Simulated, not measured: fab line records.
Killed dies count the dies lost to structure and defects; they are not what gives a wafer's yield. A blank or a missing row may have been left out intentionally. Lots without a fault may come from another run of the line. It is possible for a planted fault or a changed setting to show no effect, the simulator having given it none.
Struck lot and sound lot, side by side + flow sky130 + 13 out of 708 route steps
Sound: these wafers, L127.1, L127.2, L127.4. Wafers L135.2, L135.4, L135.5 were the ones struck. The cause is named last.
For every step that has rows: the tool of each side, followed by ch and its chambers, followed by its first start. Under that, the readings that differ: sound wafers + struck wafers + difference of the means + sigmas: that difference in standard deviations of wafers without a fault.
alike: readings whose means differ by less than 2 such deviations, and words and numbers that are the same on both sides. not compared: withheld readings, readings that some wafer has no value for, bounds like >300 that may hide the same value, and numbers for which the record gives no deviation and whose values overlap.
Wherever a step has rows on one side only, a row that says differs or no value, or a row with sigmas, the two part there. Non-overlapping numbers with no deviation appear without sigmas and do not part them. Lack of a reading on every wafer of one side parts them only where that side has two or more wafers.

SKY_FIELD_ISO_BOW_MEAS_00:
  sound: film_metro-04 at day 1 15:00; struck: film_metro-01 at day 3 07:01
  alike: INCOMING_BOW
then, 1 step without rows for these wafers: SKY_FIELD_ISO_OXIDATION_01 (stabilise 600 s, purge 300 s, target thk 12 nm).
SKY_FIELD_ISO_THK_MEAS_02:
  sound: film_metro-02 at day 1 16:38; struck: film_metro-04 at day 3 08:38
  alike: FIELD_ISO_OXIDATION_00_THK
then, 1 step without rows for these wafers: SKY_FIELD_ISO_CVD_03 (deposits Si3N4 from DCS/NH3, target thk 165 nm, time 2830 s).
SKY_FIELD_ISO_THK_MEAS_04:
  sound: film_metro-04 at day 1 18:29; struck: film_metro-01 at day 3 10:29
  alike: FIELD_ISO_CVD_03_THK
then, 6 steps without rows for these wafers: SKY_FIELD_ISO_DEHYDRATE_05 (time 60 s); SKY_FIELD_ISO_HMDS_06 (prime time 60 s); SKY_FIELD_ISO_COAT_07 (resist thk 60 nm); SKY_FIELD_ISO_COAT_08 (resist thk 450 nm); SKY_FIELD_ISO_SOFTBAKE_09 (time 90 s); SKY_FIELD_ISO_EXPOSE_10 (exposes mask FOM, target cd 150 nm).
SKY_FIELD_ISO_PEB_11:
  struck on litho_track-01, day 4 02:00; sound on litho_track-01 ch 0, day 2 08:00
| reading         | sound          | struck | difference                    | sigmas |
|-----------------|----------------|--------|-------------------------------|--------|
| exhaust_pa (Pa) | 44.7 44.5 45.5 | - - -  | no value on the struck wafers |        |
  not compared: chill_plate_temp_C
then, 1 step without rows for these wafers: SKY_FIELD_ISO_DEVELOP_12 (develop time 60 s).

== WHERE THEY PART ==
Only at SKY_FIELD_ISO_PEB_11, within this record.

WHY: what the simulator had put in
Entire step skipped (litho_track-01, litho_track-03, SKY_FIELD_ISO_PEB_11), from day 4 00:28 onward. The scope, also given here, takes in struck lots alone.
